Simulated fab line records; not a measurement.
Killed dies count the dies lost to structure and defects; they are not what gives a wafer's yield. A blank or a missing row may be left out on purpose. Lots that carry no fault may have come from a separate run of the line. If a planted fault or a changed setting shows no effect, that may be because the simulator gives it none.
Problem report in the 8D (eight disciplines) form, filled by code ; flow sky130 ; the parts of the form that need people (team, actions taken, sign-off) are left out

## 1. THE PROBLEM
Wafers with no fault read 897.2 W with a standard deviation of 2.6, whereas rf_fwd_power_W at SKY_METAL3_METAL_ETCH_18 reads a mean of 1038.2 W on 1 wafer of 1 lot. That puts it +54 standard deviations away from the usual mean.
The step: etches the open film in Cl2/BCl3, stops on SiO2, target depth 845 nm, time 183.1 s.
The first sign was on wafer L545.1 at day 43 17:10, on rie_metal-03. Wafers with a number at this step in the record: 33, from 11 lots. The rule behind "out" and "out of limits": a value lying over 4 standard deviations away from the usual mean. The other wafers with a number count as sound.

## 2. WHAT IT IS, WHAT IT ISN'T
question;is;is not
which readings at this step;rf_fwd_power_W;drypump_motor_current_A, throttle_valve_pct
which lots;L545;L528, L532, L533, L535, L536, L537, L538, L539, L541, L550
which wafers of those lots;L545.1;L545.2, L545.5
read on which tools;rie_metal-03;rie_metal-01, rie_metal-02
when;from day 43 17:10;"up to then (29 sound wafers); but 3 sound wafers of L550 came after"

## 3. WHAT RULES OUT EACH SUSPECT
Counting: any tool at a process step up to the reading remains a suspect provided it ran every lot that is out. Sound lots after the first of them don't rule it out here, since some wafers of a struck lot are sound.
- pvd_sputter-01 at SKY_METAL3_SPUTTER_02 (material AlCu, target thk 735 nm, time 39.1 s): kept. It processed L545, the lot that is out, at day 41 17:14, and its most recent sound lot before then was L533 at day 38 14:38.
- rie_metal-03 at SKY_METAL3_METAL_ETCH_18 (etches the open film in Cl2/BCl3, stops on SiO2, target depth 845 nm, time 183.1 s): kept. It processed L545, the lot that is out, at day 43 17:10, and its most recent sound lot before then was L537 at day 41 18:22. Its own rf_fwd_power_W readings are out on those wafers.
- Within rie_metal-03 at SKY_METAL3_METAL_ETCH_18, the wafers that are out were processed in chamber 1 and their sound lot-mates in chamber 0.
After counting, pvd_sputter-01 at SKY_METAL3_SPUTTER_02 and rie_metal-03 at SKY_METAL3_METAL_ETCH_18 remain.

## 4. THE CAUSE (what the simulator had put in)
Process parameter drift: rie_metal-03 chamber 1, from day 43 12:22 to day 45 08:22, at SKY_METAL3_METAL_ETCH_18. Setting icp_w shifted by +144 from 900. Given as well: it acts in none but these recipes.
Counting leaves 2 suspects; this tool is one of them.

## 5. THE CHAIN OF EFFECTS, in route order
One row per reading whose mean, taken over the struck wafers that have a number, lies over 3 standard deviations from the usual. Readings are gone through only where the record gives a usual standard deviation; hours: the median, over the lots, of the time from a lot's start at the first step in this table giving one to that lot's start at this step; sigmas: the change measured in usual standard deviations.
hours;step;reading;usual;on struck wafers;change;sigmas
0;SKY_METAL3_METAL_ETCH_18;rf_fwd_power_W;897.2 W;1038.2;+141.0;+54
0;SKY_METAL3_STRIP_19;oes_product_au;0.502 a.u.;0.468;-0.034;-6.3
0;SKY_METAL3_STRIP_19;strip_time_to_endpoint_s;6.52 s;5.68;-0.84;-13
Its process steps:
- SKY_METAL3_METAL_ETCH_18: etches the open film in Cl2/BCl3, stops on SiO2, target depth 845 nm, time 183.1 s.
- SKY_METAL3_STRIP_19: strips in O2/N2.

## 6. WHAT WOULD HAVE CAUGHT IT SOONER
The fault began at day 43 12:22; the first out-of-limits reading in this record came at day 43 17:10, 5 hours later.
